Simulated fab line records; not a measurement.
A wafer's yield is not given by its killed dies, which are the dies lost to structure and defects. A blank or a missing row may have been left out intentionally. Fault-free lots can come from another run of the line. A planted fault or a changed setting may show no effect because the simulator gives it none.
Which tool is to blame? | flow sky130 | 28 wafers from 10 lots sampled at 2 of the route's 708 steps

WHAT EACH GAUGE READ, for each wafer
SKY_VIA4_BOW_MEAS_03.
lot  | measured     | on            | VIA4_BOW (um)
L104 | day 43 05:58 | film metro-01 | 80 81 85
L107 | day 43 08:41 | film metro-03 | 81 77 71
L105 | day 43 12:49 | film metro-01 | 88 82 81
L103 | day 43 13:10 | film metro-04 | 79 82 93
L106 | day 43 16:04 | film metro-01 | 76 82 73
L109 | day 43 19:21 | film metro-03 | 79 89 92
L108 | day 43 23:28 | film metro-03 | 64 72 88
L113 | day 45 00:06 | film metro-03 | 73
L118 | day 46 01:18 | film metro-03 | 92 88 88
L126 | day 48 04:40 | film metro-03 | 92 82 75

WHICH TOOL RAN EACH LOT (tool, then ch and the chambers of the sampled wafers, then the start)
lot  | SKY_VIA2_HDPCVD_00
L104 | hdpcvd-02 ch 0,1,2, day 36 19:44
L107 | hdpcvd-02 ch 0,1,2, day 36 21:16
L105 | hdpcvd-02 ch 0,1,2, day 37 02:20
L103 | hdpcvd-01 ch 0,1, day 37 02:59
L106 | hdpcvd-02 ch 0,1, day 37 05:23
L109 | hdpcvd-02 ch 1,2, day 37 12:21
L108 | hdpcvd-02 ch 0,1,2, day 37 15:27
L113 | hdpcvd-02 ch 2, day 38 19:26
L118 | hdpcvd-01 ch 0,1,2, day 40 01:40
L126 | hdpcvd-01 ch 0,1,2, day 42 07:23
- SKY_VIA2_HDPCVD_00: deposits SiO2, target thk 1180 nm, time 196.7 s.

THE ANSWER, worked out from the rows above alone
Rule: the lots themselves supply what counts as usual. Put in order of their means at a reading, lots are off if they are a third of the lots or fewer, leave a main group of 4 or more, and stand apart from it by a gap of 3 or more times the standard deviation of the main group's means; of several such gaps the widest counts. If all means in a main group match to the digits the tables above print for the reading, that group is not used. Also off: a lot with no number at a reading for which 4 or more lots have one. Any other lot the step has rows for is counted as sound.
None of the lots is off at any reading shown; this tells nothing.

WHAT THE SIMULATOR HAD PUT IN
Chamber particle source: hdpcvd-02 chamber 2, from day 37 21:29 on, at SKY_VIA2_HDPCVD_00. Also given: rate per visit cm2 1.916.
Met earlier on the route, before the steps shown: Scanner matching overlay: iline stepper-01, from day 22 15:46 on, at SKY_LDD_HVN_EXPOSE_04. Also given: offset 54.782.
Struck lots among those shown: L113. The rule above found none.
